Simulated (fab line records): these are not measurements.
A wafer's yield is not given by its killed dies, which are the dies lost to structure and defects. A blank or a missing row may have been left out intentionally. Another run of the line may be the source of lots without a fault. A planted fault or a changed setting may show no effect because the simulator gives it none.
fab line records ; flow gf180mcu
record: lots: 12; wafers: 36; last_day: 34
route steps=602 shown V2@383 V3@431
lots that met no fault: taken from a fault-free run of the same line
start_h: the number of hours between the record's first day and the start of the first shown wafer of the lot ; wait_h: hours since the lot's step before ; " the same as in the row above ; L1.1+2: several wafers, shown together as one row ; - no value present, or no start provided ; * or withheld: withheld ; < > ~ a bound
route shown NAME@n: a module of which the file shows steps, and the number in the route of the first ; usual: average and standard deviation across the fault-free wafers ; same: alike in all rows ; chamber/n: place in a boat ; sites: each site's reading ; _std_site: standard deviation across them ; _edge_site: mean of outer sites minus mean of inner sites ; radius_mm: for every site, how far away it sits from the centre of the wafer ; mask NAME#n: copy n ; behind: the tool/chamber that last shaped the wafer ; hold: reason for holding the lot/hours on hold/outcome of the hold ; device: whichever transistor did not switch (one of n, p or np) ; end of line: tests run on the same wafers once the route is complete ; step lacking rows: just its recipe ; killed: the dies lost at the first sort to structure and to defects; this is not the yield of the wafer ; map: dies across one wafer; x = killed, . = not, _ = none there
set.NAME: the setting that was run; set.NAME@STEP: the one run at that earlier step ; model.NAME: the simulator's own value behind a step, which no gauge read
steps of the route over a sample of lots; a table a step, a row a wafer
services: from which hour (start_h, from the record's first day; less than 0 if before it) a tool's chamber was out of use, for how many hours, and why
== steps ==
step: GF_V2_THK_MEAS_01
recipe: reads: SiO2_of_V2_CVD_00
usual: V2_CVD_00_THK: 601/8.3
lot.wafer;tool;chamber;start_h;wait_h;V2_CVD_00_THK[nm]
L642.1;film_metro-02;-;448.03;0.0;584
L642.5;film_metro-02;-;448.03;0.0;618
L642.6;film_metro-02;-;448.03;0.0;586
L643.4;film_metro-04;-;463.59;0.0;589
L643.5;film_metro-04;-;463.59;0.0;596
L643.6;film_metro-04;-;463.59;0.0;618
L644.2;film_metro-03;-;474.21;0.0;595
L644.3;film_metro-03;-;474.21;0.0;617
L644.6;film_metro-03;-;474.21;0.0;620
L645.3;film_metro-02;-;480.65;0.1;592
L645.5;film_metro-02;-;480.65;0.1;590
L645.6;film_metro-02;-;480.65;0.1;612
L647.1;film_metro-03;-;495.25;0.0;600
L647.3;film_metro-03;-;495.25;0.0;608
L647.4;film_metro-03;-;495.25;0.0;609
L648.1;film_metro-02;-;503.45;0.0;600
L648.3;film_metro-02;-;503.45;0.0;605
L648.6;film_metro-02;-;503.45;0.0;600
L657.1;film_metro-02;-;575.70;0.0;592
L657.2;film_metro-02;-;575.70;0.0;607
L657.3;film_metro-02;-;575.70;0.0;611
L659.1;film_metro-02;-;594.02;0.0;597
L659.3;film_metro-02;-;594.02;0.0;599
L659.5;film_metro-02;-;594.02;0.0;595
L660.3;film_metro-02;-;596.45;0.1;600
L660.4;film_metro-02;-;596.45;0.1;601
L660.6;film_metro-02;-;596.45;0.1;600
L662.1;film_metro-02;-;615.75;0.0;603
L662.4;film_metro-02;-;615.75;0.0;605
L662.5;film_metro-02;-;615.75;0.0;596
L663.1;film_metro-04;-;617.81;0.0;591
L663.2;film_metro-04;-;617.81;0.0;602
L663.3;film_metro-04;-;617.81;0.0;595
L664.3;film_metro-04;-;625.45;0.1;589
L664.4;film_metro-04;-;625.45;0.1;589
L664.5;film_metro-04;-;625.45;0.1;603
step: GF_V2_SPUTTER_21
recipe: material: Ti; target_thk_nm: 15; chamber_pressure_pa: 5; power_w: 2500; substrate_temp_c: 200; time_s: 80.02
usual: throttle_valve_pct: 30.2/0.75
lot.wafer;tool;chamber;start_h;wait_h;throttle_valve_pct
L642.1;pvd_sputter-03;-;473.68;0.0;30.6
L642.5;pvd_sputter-03;-;473.68;0.0;29.8
L642.6;pvd_sputter-03;-;473.68;0.0;30.4
L643.4;pvd_sputter-01;-;488.61;0.0;30.4
L643.5;pvd_sputter-01;-;488.61;0.0;30.3
L643.6;pvd_sputter-01;-;488.61;0.0;29.2
L644.2;pvd_sputter-03;-;499.71;0.0;30.2
L644.3;pvd_sputter-03;-;499.71;0.0;29.6
L644.6;pvd_sputter-03;-;499.71;0.0;30.4
L645.3;pvd_sputter-03;-;505.14;0.0;28.9
L645.5;pvd_sputter-03;-;505.14;0.0;30.2
L645.6;pvd_sputter-03;-;505.14;0.0;29.1
L647.1;pvd_sputter-01;-;520.36;0.0;29.1
L647.3;pvd_sputter-01;-;520.36;0.0;30.4
L647.4;pvd_sputter-01;-;520.36;0.0;29.7
L648.1;pvd_sputter-01;-;527.60;0.0;28.9
L648.3;pvd_sputter-01;-;527.60;0.0;30.3
L648.6;pvd_sputter-01;-;527.60;0.0;31.5
L657.1;pvd_sputter-02;-;598.62;0.0;30.9
L657.2;pvd_sputter-02;-;598.62;0.0;30.7
L657.3;pvd_sputter-02;-;598.62;0.0;31.6
L659.1;pvd_sputter-03;-;616.59;0.0;30.2
L659.3;pvd_sputter-03;-;616.59;0.0;30.0
L659.5;pvd_sputter-03;-;616.59;0.0;29.5
L660.3;pvd_sputter-01;-;618.27;0.0;30.6
L660.4;pvd_sputter-01;-;618.27;0.0;31.2
L660.6;pvd_sputter-01;-;618.27;0.0;29.7
L662.1;pvd_sputter-02;-;637.60;0.0;30.6
L662.4;pvd_sputter-02;-;637.60;0.0;30.1
L662.5;pvd_sputter-02;-;637.60;0.0;30.7
L663.1;pvd_sputter-03;-;639.92;0.0;29.7
L663.2;pvd_sputter-03;-;639.92;0.0;29.2
L663.3;pvd_sputter-03;-;639.92;0.0;30.2
L664.3;pvd_sputter-02;-;646.80;0.0;30.4
L664.4;pvd_sputter-02;-;646.80;0.0;31.4
L664.5;pvd_sputter-02;-;646.80;0.0;31.4
step: GF_V3_CVD_02
recipe: material: SiO2; target_thk_nm: 850; precursor: TEOS; temp_c: 400; time_s: 94.851; rf_w: 600
usual: heater_power_w: 701/93
lot.wafer;tool;chamber;start_h;wait_h;heater_power_w
L642.1;pecvd-03;1;499.57;0.1;765
L642.5;pecvd-03;0;499.57;0.1;720
L642.6;pecvd-03;2;499.57;0.1;739
L643.4;pecvd-04;1;513.73;0.1;925
L643.5;pecvd-04;2;513.73;0.1;589
L643.6;pecvd-04;0;513.73;0.1;747
L644.2;pecvd-02;1;524.59;0.0;645
L644.3;pecvd-02;2;524.59;0.0;667
L644.6;pecvd-02;1;524.59;0.0;530
L645.3;pecvd-03;2;529.63;0.0;667
L645.5;pecvd-03;0;529.63;0.0;614
L645.6;pecvd-03;2;529.63;0.0;718
L647.1;pecvd-02;2;544.77;0.1;662
L647.3;pecvd-02;1;544.77;0.1;519
L647.4;pecvd-02;2;544.77;0.1;681
L648.1;pecvd-02;2;551.44;0.1;700
L648.3;pecvd-02;2;551.44;0.1;555
L648.6;pecvd-02;1;551.44;0.1;644
L657.1;pecvd-03;2;621.41;0.1;654
L657.2;pecvd-03;0;621.41;0.1;678
L657.3;pecvd-03;1;621.41;0.1;805
L659.1;pecvd-02;1;639.78;0.1;654
L659.3;pecvd-02;0;639.78;0.1;518
L659.5;pecvd-02;1;639.78;0.1;668
L660.3;pecvd-04;0;641.06;0.0;773
L660.4;pecvd-04;0;641.06;0.0;799
L660.6;pecvd-04;1;641.06;0.0;721
L662.1;pecvd-03;0;659.85;0.1;693
L662.4;pecvd-03;2;659.85;0.1;628
L662.5;pecvd-03;1;659.85;0.1;681
L663.1;pecvd-03;2;661.35;0.1;704
L663.2;pecvd-03;0;661.35;0.1;649
L663.3;pecvd-03;1;661.35;0.1;830
L664.3;pecvd-03;0;667.59;0.0;671
L664.4;pecvd-03;0;667.59;0.0;721
L664.5;pecvd-03;1;667.59;0.0;663
step: GF_V3_CMP_04
recipe: material: SiO2; down_force_psi: 4; platen_rpm: 60; pad_velocity_m_s: 0.94248
usual: edge_zone_pressure_frac: 1.000/0.0049; head_pressure_psi: 4.000/0.0084; motor_current_A: 12.5/1.3; retaining_ring_pressure_frac: 1.000/0.0052; time_to_endpoint_s: 84/6.5
lot.wafer;tool;chamber;start_h;wait_h;edge_zone_pressure_frac;head_pressure_psi;motor_current_A;retaining_ring_pressure_frac;time_to_endpoint_s
L642.1;cmp-01;3;499.80;0.1;1.001;3.993;11.5;0.989;78
L642.5;cmp-01;1;499.80;0.1;0.996;3.988;11.3;0.999;81
L642.6;cmp-01;2;499.80;0.1;1.002;4.007;14.1;0.999;91
L643.4;cmp-02;3;513.82;0.0;0.995;3.993;12.9;0.999;96
L643.6;cmp-02;3;513.82;0.0;0.998;3.991;13.1;0.995;86
L643.5;cmp-02;0;513.82;0.0;0.995;3.997;13.2;0.993;96
L644.2;cmp-01;2;524.82;0.1;0.991;3.998;13.2;0.996;81
L644.3;cmp-01;3;524.82;0.1;0.992;4.011;11.2;0.992;75
L644.6;cmp-01;0;524.82;0.1;0.995;4.003;11.6;0.996;76
L645.3;cmp-02;1;529.81;0.1;0.999;3.993;15.2;0.996;77
L645.5;cmp-02;0;529.81;0.1;1.008;4.006;12.7;0.995;93
L645.6;cmp-02;1;529.81;0.1;0.994;4.004;15.0;1.001;83
L647.1;cmp-01;2;544.94;0.1;1.000;4.000;12.3;0.999;85
L647.4;cmp-01;3;544.94;0.1;1.005;3.989;11.3;0.996;107
L647.3;cmp-01;1;544.94;0.1;0.997;3.991;11.6;0.991;108
L648.1;cmp-01;0;551.60;0.1;0.996;3.983;11.1;1.008;75
L648.3;cmp-01;1;551.60;0.1;0.999;3.993;11.4;1.003;111
L648.6;cmp-01;0;551.60;0.1;0.997;3.989;11.3;1.014;77
L657.1;cmp-02;0;621.54;0.1;1.006;4.011;13.9;0.997;82
L657.2;cmp-02;1;621.54;0.1;0.988;3.997;14.5;0.997;79
L657.3;cmp-02;2;621.54;0.1;1.002;3.996;11.7;1.007;80
L659.1;cmp-02;1;639.91;0.1;0.999;4.004;15.4;0.994;76
L659.3;cmp-02;3;639.91;0.1;0.999;4.006;13.1;1.001;81
L659.5;cmp-02;2;639.91;0.1;1.007;4.011;10.7;1.011;81
L660.3;cmp-02;1;641.19;0.0;0.999;3.994;14.4;1.004;85
L660.4;cmp-02;0;641.19;0.0;0.993;4.005;13.7;0.997;93
L660.6;cmp-02;1;641.19;0.0;0.999;4.007;14.1;1.001;82
L662.4;cmp-01;3;660.07;0.1;0.994;4.007;11.5;0.997;92
L662.1;cmp-01;0;660.07;0.1;1.002;4.012;11.4;0.999;80
L662.5;cmp-01;2;660.07;0.1;0.999;4.002;12.7;1.007;98
L663.3;cmp-02;3;661.48;0.0;1.005;3.997;13.8;1.005;86
L663.1;cmp-02;0;661.48;0.0;0.995;4.004;13.7;1.001;95
L663.2;cmp-02;1;661.48;0.0;1.005;3.998;14.3;0.998;88
L664.4;cmp-01;2;667.98;0.3;0.996;4.004;13.3;1.005;96
L664.3;cmp-01;1;667.98;0.3;0.996;3.990;11.4;1.001;80
L664.5;cmp-01;2;667.98;0.3;0.999;4.005;13.0;1.011;93
step: GF_V3_ETCH_17
recipe: chemistry: C4F8/O2/Ar; mask_material: KrF; target: SiO2; stop_on: TiN; source_w: 1500; bias_w: 1200; pressure_mtorr: 40; c4f8_flow_sccm: withheld; O2_flow_sccm: 6; Ar_flow_sccm: 300; time_s: withheld; target_depth_a: 6350
usual: oes_product_au: 0.856/0.0054
lot.wafer;tool;chamber;start_h;wait_h;oes_product_au
L642.1;rie_diel-02;0;-;-;0.847
L642.5;rie_diel-02;2;-;-;0.854
L642.6;rie_diel-02;3;-;-;0.859
L643.4;rie_diel-04;3;-;-;0.867
L643.5;rie_diel-04;2;-;-;0.857
L643.6;rie_diel-04;0;-;-;0.860
L644.2;rie_diel-02;2;-;-;0.861
L644.3;rie_diel-02;0;-;-;0.851
L644.6;rie_diel-02;2;-;-;0.855
L645.3;rie_diel-01;0;-;-;0.856
L645.5;rie_diel-01;0;-;-;0.859
L645.6;rie_diel-01;3;-;-;0.864
L647.1;rie_diel-04;0;-;-;0.856
L647.3;rie_diel-04;1;-;-;0.916
L647.4;rie_diel-04;2;-;-;0.911
L648.1;rie_diel-04;3;-;-;0.846
L648.3;rie_diel-04;2;-;-;0.902
L648.6;rie_diel-04;2;-;-;0.849
L657.1;rie_diel-01;3;-;-;0.857
L657.2;rie_diel-01;2;-;-;0.853
L657.3;rie_diel-01;1;-;-;0.853
L659.1;rie_diel-02;3;-;-;0.858
L659.3;rie_diel-02;0;-;-;0.851
L659.5;rie_diel-02;1;-;-;0.856
L660.3;rie_diel-02;0;-;-;0.860
L660.4;rie_diel-02;1;-;-;0.853
L660.6;rie_diel-02;0;-;-;0.856
L662.1;rie_diel-02;1;-;-;0.852
L662.4;rie_diel-02;2;-;-;0.852
L662.5;rie_diel-02;0;-;-;0.852
L663.1;rie_diel-01;3;-;-;0.861
L663.2;rie_diel-01;1;-;-;0.851
L663.3;rie_diel-01;0;-;-;0.867
L664.3;rie_diel-01;3;-;-;0.850
L664.4;rie_diel-01;2;-;-;0.854
L664.5;rie_diel-01;3;-;-;0.858
== services ==
tool;chamber;start_h;hours;kind
rie_diel-02;2;449.86;4.9;repair
cmp-02;-;451.15;1.5;repair
pecvd-02;1;456.61;59.6;repair
cmp-01;-;458.54;0.6;repair
rie_diel-02;1;459.92;9.3;repair
cmp-01;-;461.79;1.3;repair
cmp-02;-;466.76;0.7;repair
cmp-02;-;468.67;0.9;repair
cmp-02;-;481.50;7.1;pm
rie_diel-04;0;483.45;9.7;repair
rie_diel-01;-;489.87;2.8;pm
pvd_sputter-02;-;499.35;2.1;repair
pvd_sputter-03;-;515.11;2.0;repair
rie_diel-01;1;520.71;33.1;repair
cmp-01;-;526.26;4.3;pm
pvd_sputter-01;-;533.81;3.8;repair
pecvd-02;0;541.45;20.2;repair
pvd_sputter-02;-;543.45;4.4;repair
rie_diel-02;3;546.75;2.1;repair
rie_diel-02;1;547.44;15.3;repair
cmp-02;-;572.49;4.0;pm
pecvd-02;-;592.82;0.5;repair
pecvd-02;-;642.02;0.5;repair
pvd_sputter-03;-;643.75;4.7;repair
== key ==
first_sign: step: GF_V3_CMP_04; reading: time_to_endpoint_s; direction: up; sigmas: 3.9; usual: *; struck: *
effect: step: GF_V3_ETCH_17; reading: oes_product_au; direction: up; sigmas: 9.8; usual: 0.856; struck: 0.910
met_at GF_V3_CMP_04
struck_lots L647,L648
struck_wafers L647.3,L647.4,L648.3
not_acting_at GF_V2_THK_MEAS_01,GF_V2_SPUTTER_21,GF_V3_CVD_02
onset_between 524.82 544.94
fault: kind: process_parameter_drift; tool: cmp-01; chamber: -; onset_h: 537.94; steps: GF_V3_CMP_04; channel: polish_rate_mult; offset: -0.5; shape: step; end_h: 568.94; scope: struck_wafers_only
